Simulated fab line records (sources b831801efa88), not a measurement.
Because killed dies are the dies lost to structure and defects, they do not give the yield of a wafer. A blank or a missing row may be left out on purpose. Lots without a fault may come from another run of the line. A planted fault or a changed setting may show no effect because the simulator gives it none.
What tool caused it? || flow sky130 || 11 lots, 33 wafers sampled, at 3 steps of a route of 708

## WHAT EACH GAUGE READ, for each wafer
SKY_VIA4_THK_MEAS_01.
{"lot": "L508", "measured": "day 42 12:28", "on": "film_metro-01", "VIA4_HDPCVD_THK (nm)": "1769 1782 1785"}
{"lot": "L509", "measured": "day 42 17:13", "on": "film_metro-03", "VIA4_HDPCVD_THK (nm)": "1741 1722 1732"}
{"lot": "L510", "measured": "day 42 18:01", "on": "film_metro-03", "VIA4_HDPCVD_THK (nm)": "1743 1741 1722"}
{"lot": "L512", "measured": "day 43 13:09", "on": "film_metro-04", "VIA4_HDPCVD_THK (nm)": "1789 1737 1752"}
{"lot": "L517", "measured": "day 44 23:11", "on": "film_metro-01", "VIA4_HDPCVD_THK (nm)": "1747 1787 1800"}
{"lot": "L519", "measured": "day 45 04:31", "on": "film_metro-03", "VIA4_HDPCVD_THK (nm)": "2291 2295 2308 2289 2296 2307"}
{"lot": "L520", "measured": "day 45 12:24", "on": "film_metro-01", "VIA4_HDPCVD_THK (nm)": "2307 2282 2258 2308 2284 2258"}
{"lot": "L525", "measured": "day 46 15:55", "on": "film_metro-03", "VIA4_HDPCVD_THK (nm)": "1760 1788 1759"}
{"lot": "L527", "measured": "day 47 06:13", "on": "film_metro-04", "VIA4_HDPCVD_THK (nm)": "1783 1799 1749"}
{"lot": "L529", "measured": "day 47 21:55", "on": "film_metro-03", "VIA4_HDPCVD_THK (nm)": "1728 1729 1706"}
{"lot": "L530", "measured": "day 47 23:07", "on": "film_metro-04", "VIA4_HDPCVD_THK (nm)": "1702 1705 1706"}

## WHICH TOOL RAN EACH LOT (tool, then ch and the chambers of the sampled wafers, then the start)
{"lot": "L508", "SKY_METAL4_SPUTTER_01": "pvd_sputter-04, day 40 11:32", "SKY_VIA4_HDPCVD_00": "hdpcvd-02 ch 0,1, day 42 12:16"}
{"lot": "L509", "SKY_METAL4_SPUTTER_01": "pvd_sputter-04, day 40 16:02", "SKY_VIA4_HDPCVD_00": "hdpcvd-02 ch 0,1,2, day 42 17:01"}
{"lot": "L510", "SKY_METAL4_SPUTTER_01": "pvd_sputter-01, day 40 16:21", "SKY_VIA4_HDPCVD_00": "hdpcvd-02 ch 0,1,2, day 42 17:54"}
{"lot": "L512", "SKY_METAL4_SPUTTER_01": "pvd_sputter-01, day 41 12:35", "SKY_VIA4_HDPCVD_00": "hdpcvd-02 ch 0,1,2, day 43 12:58"}
{"lot": "L517", "SKY_METAL4_SPUTTER_01": "pvd_sputter-04, day 42 23:37", "SKY_VIA4_HDPCVD_00": "hdpcvd-01 ch 0,1, day 44 22:59"}
{"lot": "L519", "SKY_METAL4_SPUTTER_01": "pvd_sputter-01, day 43 06:37", "SKY_VIA4_HDPCVD_00": "hdpcvd-02 ch 0,1, day 45 04:19"}
{"lot": "L520", "SKY_METAL4_SPUTTER_01": "pvd_sputter-04, day 43 14:13", "SKY_VIA4_HDPCVD_00": "hdpcvd-02 ch 0,2, day 45 12:13"}
{"lot": "L525", "SKY_METAL4_SPUTTER_01": "pvd_sputter-01, day 44 19:24", "SKY_VIA4_HDPCVD_00": "hdpcvd-01 ch 0,1,2, day 46 15:44"}
{"lot": "L527", "SKY_METAL4_SPUTTER_01": "pvd_sputter-04, day 45 10:50", "SKY_VIA4_HDPCVD_00": "hdpcvd-01 ch 0,1, day 47 06:02"}
{"lot": "L529", "SKY_METAL4_SPUTTER_01": "pvd_sputter-03, day 46 03:43", "SKY_VIA4_HDPCVD_00": "hdpcvd-02 ch 0,1,2, day 47 21:44"}
{"lot": "L530", "SKY_METAL4_SPUTTER_01": "pvd_sputter-04, day 46 04:19", "SKY_VIA4_HDPCVD_00": "hdpcvd-02 ch 1,2, day 47 22:55"}
- SKY_METAL4_SPUTTER_01: material TiN, target thk 20 nm, time 16.7 s.
- SKY_VIA4_HDPCVD_00: deposits SiO2, target thk 1750 nm, time 291.7 s.

## THE ANSWER, worked out from the rows above alone
Rule: usual is defined by the lots themselves. The widest of any qualifying gaps counts: lots, ordered by their means at a reading, are off when they make up no more than a third of the lots, leave a main group of 4 or more, and stand apart from it by 3 or more times the standard deviation of that group's means. If all means in a main group match to the digits the tables above print for the reading, that group is not used. Also off: a lot with no number at a reading for which 4 or more lots have one. All remaining lots with rows at the step are treated as sound.
Off: L519, L520, at SKY_VIA4_THK_MEAS_01 (VIA4_HDPCVD_THK). For the main group the mean is 1750 nm and the standard deviation 26.
If a tool, at a process step before that reading, ran all the lots that are off and no sound lot after the first of them, it fits. Gauges at SKY_VIA4_THK_MEAS_01: tried the same way as those tools. Not one of the candidates tried fits.

## WHAT WAS PUT IN BY THE SIMULATOR
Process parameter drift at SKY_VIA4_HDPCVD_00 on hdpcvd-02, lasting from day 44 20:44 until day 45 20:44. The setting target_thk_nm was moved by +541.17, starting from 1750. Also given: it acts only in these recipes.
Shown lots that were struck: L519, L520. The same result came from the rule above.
